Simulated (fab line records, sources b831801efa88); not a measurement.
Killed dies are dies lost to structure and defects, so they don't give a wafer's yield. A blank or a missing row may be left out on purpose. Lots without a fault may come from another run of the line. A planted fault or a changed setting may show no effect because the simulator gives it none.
fab line records | flow sky130
record lots=7 wafers=21 last_day=50
route steps=708 shown SONOS_ONO@182 GATE_OXIDE@187 PAD_OPEN@708
lots that met no fault: from a run of the same line without faults
start_h: hours from the record's first day to the start of the lot's first wafer shown | wait_h: hours since the lot's step before | " the same as in the row above | L1.1+2: a row that stands for several wafers | - no value, or no start given | * or withheld: withheld | < > ~ a bound
route shown NAME@n: a module of which the file shows steps, and the number in the route of the first | usual: mean/standard deviation of fault-free wafers | same: alike in all rows | chamber/n: place in a boat | sites: the reading at each site | _std_site: their standard deviation | _edge_site: outer sites' mean less inner sites' | radius_mm: how far each site lies from the wafer's centre | mask NAME#n: copy n | behind: the tool/chamber that last shaped the wafer | hold: why the lot was held/for how many hours/how that ended | device: the transistor (n, p or np) that didn't switch | end of line: the same wafers' tests at the end of the route | a step without rows: its recipe alone | killed: dies lost to structure and defects at the first sort, not the wafer's yield | map: a wafer's dies, x killed, . not, _ none there
set.NAME: the setting as run; set.NAME@STEP: as run at that earlier step | model.NAME: the simulator's own value behind a step, which no gauge read
lots at some steps of the route; a table a step, a row a wafer
services: from which hour (start_h, from the record's first day; less than 0 if before it) a tool's chamber was out of use, for how many hours, and why
## steps
# step SKY_SONOS_ONO_OVL_MEAS_14
# usual SONOS_ONO_OVL=-1.1/1.3
# columns lot.wafer tool chamber start_h wait_h SONOS_ONO_OVL[nm]
L601.2 overlay-02 - 322.18 0.1 0.4
L601.3 " - " " -0.2
L601.4 " - " " -2.3
L602.1 overlay-02 - 333.95 0.1 -0.7
L602.4 " - " " 0.4
L602.6 " - " " 0.6
L607.1 overlay-02 - 360.35 0.1 -1.7
L607.2 " - " " -1.9
L607.6 " - " " -3.7
L608.2 overlay-01 - 364.75 0.1 -3.3
L608.3 " - " " -2.9
L608.6 " - " " -2.0
L609.1 overlay-02 - 381.12 0.1 0.8
L609.2 " - " " -1.1
L609.3 " - " " -1.3
L618.2 overlay-01 - 459.76 0.1 -0.8
L618.3 " - " " -1.0
L618.4 " - " " 0.1
L620.2 overlay-02 - 467.90 0.1 -0.4
L620.3 " - " " -1.1
L620.5 " - " " -3.5
# step SKY_SONOS_ONO_ETCH_15
# recipe target_depth_nm=19.52 chemistry=CHF3/O2 source_w=600 bias_w=200 pressure_mtorr=40 chf3_flow_sccm=50 O2_flow_sccm=5 time_s=7.8
# usual drypump_motor_current_A=5.9/0.45 oes_product_au=0.998/0.012 throttle_valve_pct=8.825/0.01
# columns lot.wafer tool chamber start_h wait_h drypump_motor_current_A oes_product_au rf_hours_counter_h throttle_valve_pct
L601.2 rie_diel-02 3 322.21 0.0 6.4 1.002 71 8.825
L601.3 " 2 " " 6.2 0.998 4 8.843
L601.4 " 1 " " 6.0 0.994 30 8.816
L602.1 rie_diel-01 0 333.99 0.0 5.8 0.993 6 8.802
L602.4 " 3 " " 5.4 0.996 18 8.839
L602.6 " 2 " " 6.5 1.002 - 8.812
L607.1 rie_diel-02 1 360.38 0.0 6.1 0.985 31 8.829
L607.2 " 2 " " 6.2 0.990 5 8.820
L607.6 " 0 " " 5.7 1.012 - 8.835
L608.2 rie_diel-02 0 364.78 0.0 5.7 1.011 101 8.830
L608.3 " 2 " " 6.2 0.994 5 8.838
L608.6 " 2 " " 6.2 0.977 - 8.822
L609.1 rie_diel-02 3 381.15 0.0 6.4 0.993 72 8.824
L609.2 " 0 " " 5.7 1.010 102 8.829
L609.3 " 2 " " 6.2 0.997 5 8.826
L618.2 rie_diel-04 3 459.79 0.0 5.4 0.978 19 8.815
L618.3 " 2 " " 6.1 1.016 55 8.842
L618.4 " 1 " " 5.4 0.997 3 8.822
L620.2 rie_diel-02 3 467.93 0.0 6.4 1.000 74 8.831
L620.3 " 2 " " 6.2 0.996 8 8.823
L620.5 " 2 " " 6.2 0.999 - 8.797
# step SKY_SONOS_ONO_WET_ETCH_16
# recipe chemistry=dHF target_depth_nm=14 dry=n2_spin target=SiO2 dilution=100:1 temp_c=25 time_s=280
# step SKY_SONOS_ONO_STRIP_17
# recipe chemistry=O2/N2 power_w=1400 pressure_mtorr=1500 platen_temp_c=withheld o2_flow_sccm=3000 n2_flow_sccm=300 overash_fraction=0.5
# usual drypump_motor_current_A=5.4/0.41 n2_flow_sccm=300.1/0.8 oes_product_au=0.710/0.004 strip_time_to_endpoint_s=14.10/0.036
# columns lot.wafer tool chamber start_h wait_h drypump_motor_current_A n2_flow_sccm oes_product_au rf_hours_counter_h strip_time_to_endpoint_s
L601.2 plasma_asher-03 0 322.31 0.0 4.7 299.7 0.710 68 14.11
L601.3 " 0 " " 4.7 300.8 0.708 - 14.09
L601.4 " 1 " " 5.9 300.1 0.709 - 14.07
L602.1 plasma_asher-03 1 334.09 0.0 5.9 299.9 0.711 69 14.12
L602.4 " 0 " " 4.7 300.5 0.708 - 14.12
L602.6 " 0 " " 4.7 300.4 0.706 - 14.14
L607.1 plasma_asher-02 1 360.49 0.0 5.3 301.3 0.710 73 14.11
L607.2 " 0 " " 5.6 299.6 0.710 73 14.09
L607.6 " 1 " " 5.3 299.9 0.714 - 14.13
L608.2 plasma_asher-02 0 364.89 0.0 5.7 300.2 0.707 74 14.12
L608.3 " 1 " " 5.2 302.4 0.713 - 14.06
L608.6 " 1 " " 5.3 300.8 0.714 - 14.07
L609.1 plasma_asher-03 0 381.26 0.0 4.7 301.1 0.712 74 14.16
L609.2 " 1 " " 5.9 300.9 0.714 74 14.18
L609.3 " 0 " " 4.7 300.1 0.710 - 14.16
L618.2 plasma_asher-02 0 459.89 0.0 5.6 300.1 0.706 86 14.14
L618.3 " 0 " " 5.6 300.6 0.707 - 14.10
L618.4 " 1 " " 5.3 300.3 0.711 - 14.11
L620.2 plasma_asher-01 0 468.05 0.0 6.0 298.8 0.714 62 14.07
L620.3 " 1 " " 5.2 298.5 0.708 - 14.12
L620.5 " 1 " " 5.3 299.2 0.709 - 14.11
# step SKY_SONOS_ONO_WET_ETCH_18
# recipe chemistry=H3PO4 target_depth_nm=15 target=Si3N4 temp_c=160 time_s=172
# step SKY_GATE_OXIDE_CLEAN_00
# recipe chemistry=SC1/SC2 mix=1:4:20 temp_c=70 time_s=150 dry=n2_spin
# step SKY_GATE_OXIDE_OXIDATION_01
# recipe temp_c=900 ambient=O2 stabilise_s=600 purge_s=300 target_thk_a=102.68 ox_time_s=1473
# step SKY_GATE_OXIDE_THK_MEAS_02
# recipe reads=SiO2_of_GATE_OXIDE_OXIDATION_01
# usual GATE_OXIDE_OXIDATION_00_THK=10.20/0.19
# columns lot.wafer tool chamber start_h wait_h GATE_OXIDE_OXIDATION_00_THK[nm]
L601.2 film_metro-01 - 324.12 0.0 10.10
L601.3 " - " " 10.10
L601.4 " - " " 10.11
L602.1 film_metro-02 - 336.35 0.0 10.37
L602.4 " - " " 10.35
L602.6 " - " " 10.21
L607.1 film_metro-01 - 363.37 0.0 10.10
L607.2 " - " " 10.14
L607.6 " - " " 10.18
L608.2 film_metro-02 - 367.49 0.0 10.10
L608.3 " - " " 10.09
L608.6 " - " " 10.11
L609.1 film_metro-02 - 384.61 0.0 9.90
L609.2 " - " " 10.08
L609.3 " - " " 10.20
L618.2 film_metro-01 - 462.74 0.0 10.38
L618.3 " - " " 10.50
L618.4 " - " " 10.30
L620.2 film_metro-04 - 470.66 0.0 10.00
L620.3 " - " " 10.20
L620.5 " - " " 10.26
# step SKY_GATE_OXIDE_DEHYDRATE_03
# recipe temp_c=200 time_s=60
# step SKY_GATE_OXIDE_HMDS_04
# recipe prime_time_s=60 prime_temp_c=120
# step SKY_GATE_OXIDE_COAT_05
# recipe resist=NOVOLAK spin_rpm=3000 resist_thk_nm=1140
# step SKY_GATE_OXIDE_SOFTBAKE_06
# recipe temp_c=90 time_s=60 resist=NOVOLAK
# step SKY_GATE_OXIDE_EXPOSE_07
# recipe mask_id=LVOM na=0.6 source_shape=conventional sigma_outer=0.6 polarization=unpolarized target_cd_nm=600 dose_mj=170
# columns lot.wafer tool chamber start_h wait_h mask model.GATE_OXIDE.overlay_x_nm
L601.2+3+4 iline_stepper-01 0 337.35 - LVOM#0 0.4096
L602.1+4+6 iline_stepper-02 0 349.97 - LVOM#0 0.7859
L607.1+2+6 iline_stepper-02 0 377.31 - LVOM#0 197.1
L608.2+3+6 iline_stepper-02 0 381.59 - LVOM#0 196.6
L609.1+2+3 iline_stepper-02 0 399.50 - LVOM#0 195.7
L618.2+3+4 iline_stepper-01 0 477.39 - LVOM#0 -0.4452
L620.2+3+5 iline_stepper-01 0 486.00 - LVOM#0 -0.5591
# step SKY_GATE_OXIDE_PEB_08
# recipe temp_c=withheld time_s=* resist=NOVOLAK
# step SKY_GATE_OXIDE_DEVELOP_09
# recipe resist=NOVOLAK developer=TMAH develop_time_s=60 dev_temp_c=23
# step SKY_GATE_OXIDE_OVL_MEAS_10
# usual GATE_OXIDE_OVL=0.9/1.4
# columns lot.wafer tool chamber start_h wait_h GATE_OXIDE_OVL[nm]
L601.2 overlay-01 - 350.06 0.1 0.0
L601.3 " - " " 2.1
L601.4 " - " " 0.3
L602.1 overlay-02 - 363.63 0.1 3.3
L602.4 " - " " 1.8
L602.6 " - " " 1.4
L607.1 overlay-01 - 391.70 0.1 198.3
L607.2 " - " " 198.8
L607.6 " - " " 197.8
L608.2 overlay-02 - 396.03 0.1 196.6
L608.3 " - " " 198.0
L608.6 " - " " 196.8
L609.1 overlay-01 - 413.78 0.1 198.7
L609.2 " - " " 198.6
L609.3 " - " " 197.2
L618.2 overlay-01 - 492.89 0.1 -1.3
L618.3 " - " " 1.3
L618.4 " - " " -0.3
L620.2 overlay-01 - 500.78 0.1 0.6
L620.3 " - " " 0.3
L620.5 " - " " 2.3
# step SKY_GATE_OXIDE_IMPLANT_11
# recipe species=B energy_kev=10 dose_cm2=2.6e+12 tilt_deg=withheld
# step SKY_PAD_OPEN_PROBE_99
# usual killed_at_M0_to_M3=43/6.5 killed_at_M4_up=3.3/2 killed_at_contacts=24/5.2 killed_at_front_end=16/4.2 killed_at_other=0.3/0.6 killed_dies=87/9.3 killed_on_rim=18/4.2 killed_open=47/7.8 killed_short=39/6.2
# same gross_dies=492 killed_at_back_side=0
# columns lot.wafer tool chamber start_h wait_h killed_at_M0_to_M3 killed_at_M4_up killed_at_contacts killed_at_front_end killed_at_other killed_dies killed_on_rim killed_open killed_short
L607.1 prober-01 - 1131.14 0.1 42 5 26 417 2 492 96 59 35
L607.2 prober-01 - 1131.19 0.1 55 8 25 404 0 492 96 58 49
L607.6 prober-01 - 1131.39 0.2 56 0 18 417 1 492 96 43 41
L608.2 prober-02 - 1138.64 0.1 35 2 26 429 0 492 96 35 38
L608.3 prober-02 - 1138.69 0.2 43 6 19 424 0 492 96 48 42
L608.6 prober-02 - 1138.84 0.2 45 1 27 418 1 492 96 54 35
L609.1 prober-02 - 1147.13 0.1 41 2 32 416 1 492 96 67 31
L609.2 prober-02 - 1147.18 0.1 43 7 27 415 0 492 96 40 47
L609.3 prober-02 - 1147.23 0.2 37 1 23 430 1 492 96 45 30
# killed by level:class
L607.1 GATE_OXIDE:overlay=398 CONTACT:geometric_particle:open=14 VIA1:geometric_particle:open=10 LI_CONTACT:geometric_particle:open=9 VIA1:geometric_particle:short=8 VIA2:geometric_particle:open=7 POLY_GATE:geometric_particle:short=5 VIA3:geometric_particle:open=5
L607.2 GATE_OXIDE:overlay=385 VIA1:geometric_particle:open=14 VIA2:geometric_particle:short=8 VIA3:geometric_particle:open=7 LI_CONTACT:geometric_particle:open=6 CONTACT:geometric_particle:open=6 FIELD_ISO:geometric_particle:short=5 METAL1:geometric_particle:short=5
L607.6 GATE_OXIDE:overlay=408 VIA1:geometric_particle:open=15 VIA1:geometric_particle:short=8 CONTACT:geometric_particle:open=7 VIA3:geometric_particle:short=7 METAL1:geometric_particle:short=6 METAL2:geometric_particle:short=6 LI_CONTACT:geometric_particle:open=5
L608.2 GATE_OXIDE:overlay=419 CONTACT:geometric_particle:open=10 METAL2:geometric_particle:short=7 FIELD_ISO:geometric_particle:short=7 LI_CONTACT:geometric_particle:open=6 VIA1:geometric_particle:short=6 VIA2:geometric_particle:open=6 VIA1:geometric_particle:open=5
L608.3 GATE_OXIDE:overlay=402 VIA1:geometric_particle:open=17 POLY_GATE:geometric_particle:short=8 LI_CONTACT:geometric_particle:open=8 METAL2:geometric_particle:short=7 FIELD_ISO:geometric_particle:short=4 CONTACT:geometric_particle:short=4 VIA2:geometric_particle:open=4
L608.6 GATE_OXIDE:overlay=403 VIA1:geometric_particle:open=10 LI_CONTACT:geometric_particle:open=8 VIA3:geometric_particle:open=8 CONTACT:geometric_particle:open=7 CONTACT:geometric_particle:short=5 SPACER:geometric_particle:open=4 VIA3:geometric_particle:short=4
L609.1 GATE_OXIDE:overlay=392 CONTACT:geometric_particle:open=19 VIA1:geometric_particle:open=16 METAL1:geometric_particle:short=8 LI_CONTACT:geometric_particle:open=7 FIELD_ISO:geometric_particle:open=6 POLY_GATE:geometric_particle:open=5 FIELD_ISO:geometric_particle:short=4
L609.2 GATE_OXIDE:overlay=403 CONTACT:geometric_particle:open=10 METAL1:geometric_particle:short=8 LI_CONTACT:geometric_particle:open=7 VIA1:geometric_particle:open=7 VIA1:geometric_particle:short=7 LI_CONTACT:geometric_particle:short=6 METAL4:geometric_particle:short=6
L609.3 GATE_OXIDE:overlay=417 CONTACT:geometric_particle:open=12 VIA1:geometric_particle:open=10 VIA2:geometric_particle:open=8 CONTACT:geometric_particle:short=6 METAL2:geometric_particle:short=6 FIELD_ISO:geometric_particle:open=5 LI_CONTACT:geometric_particle:open=3
# map L607.1 (x killed, . not)
__________xxxxxxxxxx_________
________xxxxxxxxxxxxxx_______
______xxxxxxxxxxxxxxxxxx_____
_____xxxxxxxxxxxxxxxxxxxx____
____xxxxxxxxxxxxxxxxxxxxxx___
___xxxxxxxxxxxxxxxxxxxxxxxx__
__xxxxxxxxxxxxxxxxxxxxxxxxxx_
_xxxxxxxxxxxxxxxxxxxxxxxxxxxx
_xxxxxxxxxxxxxxxxxxxxxxxxxxxx
_xxxxxxxxxxxxxxxxxxxxxxxxxxxx
_xxxxxxxxxxxxxxxxxxxxxxxxxxxx
_xxxxxxxxxxxxxxxxxxxxxxxxxxxx
_xxxxxxxxxxxxxxxxxxxxxxxxxxxx
_xxxxxxxxxxxxxxxxxxxxxxxxxxxx
_xxxxxxxxxxxxxxxxxxxxxxxxxxxx
__xxxxxxxxxxxxxxxxxxxxxxxxxx_
___xxxxxxxxxxxxxxxxxxxxxxxx__
____xxxxxxxxxxxxxxxxxxxxxx___
_____xxxxxxxxxxxxxxxxxxxx____
______xxxxxxxxxxxxxxxxxx_____
________xxxxxxxxxxxxxx_______
__________xxxxxxxxxx_________
# map L608.2 (x killed, . not)
__________xxxxxxxxxx_________
________xxxxxxxxxxxxxx_______
______xxxxxxxxxxxxxxxxxx_____
_____xxxxxxxxxxxxxxxxxxxx____
____xxxxxxxxxxxxxxxxxxxxxx___
___xxxxxxxxxxxxxxxxxxxxxxxx__
__xxxxxxxxxxxxxxxxxxxxxxxxxx_
_xxxxxxxxxxxxxxxxxxxxxxxxxxxx
_xxxxxxxxxxxxxxxxxxxxxxxxxxxx
_xxxxxxxxxxxxxxxxxxxxxxxxxxxx
_xxxxxxxxxxxxxxxxxxxxxxxxxxxx
_xxxxxxxxxxxxxxxxxxxxxxxxxxxx
_xxxxxxxxxxxxxxxxxxxxxxxxxxxx
_xxxxxxxxxxxxxxxxxxxxxxxxxxxx
_xxxxxxxxxxxxxxxxxxxxxxxxxxxx
__xxxxxxxxxxxxxxxxxxxxxxxxxx_
___xxxxxxxxxxxxxxxxxxxxxxxx__
____xxxxxxxxxxxxxxxxxxxxxx___
_____xxxxxxxxxxxxxxxxxxxx____
______xxxxxxxxxxxxxxxxxx_____
________xxxxxxxxxxxxxx_______
__________xxxxxxxxxx_________
## services
# columns tool chamber start_h hours kind
iline_stepper-02 - 307.92 9.1 repair
plasma_asher-02 - 318.86 2.8 repair
rie_diel-01 0 319.59 8.9 repair
rie_diel-02 0 323.43 20.1 repair
rie_diel-01 0 342.34 4.6 repair
rie_diel-04 3 346.48 4.9 repair
rie_diel-01 0 355.26 6.3 repair
rie_diel-02 3 356.83 16.8 repair
rie_diel-04 - 357.95 38.8 repair
iline_stepper-01 - 378.43 2.1 pm
plasma_asher-03 - 395.65 6.1 repair
rie_diel-02 3 412.36 18.3 repair
plasma_asher-03 - 415.59 25.4 pm
rie_diel-02 1 426.11 6.2 repair
iline_stepper-01 - 431.02 1.7 pm
rie_diel-02 0 432.32 - clean
rie_diel-02 0 432.32 23.3 scheduled_down
rie_diel-02 0 432.32 23.3 vent_cycle
rie_diel-01 0 432.56 2.9 repair
plasma_asher-02 - 434.87 0.5 repair
plasma_asher-03 - 440.96 9.0 pm
iline_stepper-02 - 442.79 8.0 repair
rie_diel-02 1 443.98 5.0 repair
plasma_asher-03 - 485.48 3.0 repair
## key
first_sign step=SKY_GATE_OXIDE_OVL_MEAS_10 reading=GATE_OXIDE_OVL direction=up sigmas=99+ usual=0.9 struck=197.9
effect step=SKY_PAD_OPEN_PROBE_99 reading=killed_at_front_end direction=up sigmas=95 usual=16 struck=419
model_effect step=SKY_GATE_OXIDE_EXPOSE_07 value=GATE_OXIDE.overlay_x_nm without=-0.6353 struck=196.5
more_kills_born_at SKY_GATE_OXIDE_EXPOSE_07@iline_stepper-02=3627
met_at SKY_GATE_OXIDE_EXPOSE_07
struck_wafers L607.1,L607.2,L607.6,L608.2,L608.3,L608.6,L609.1,L609.2,L609.3
tester_left_out L607,L608,L609
onset_between 349.97 377.31
fault kind=scanner_matching_overlay tool=iline_stepper-02 chamber=- onset_h=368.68 steps=SKY_GATE_OXIDE_EXPOSE_07 offset=197.12
# tester_left_out: of these lots the tester's yield and bins aren't shown, on N5 and GAA mostly nor the transistor test; their killed dies are dies lost to structure and defects alone, not to doping, threshold or leakage, so they don't give the yield
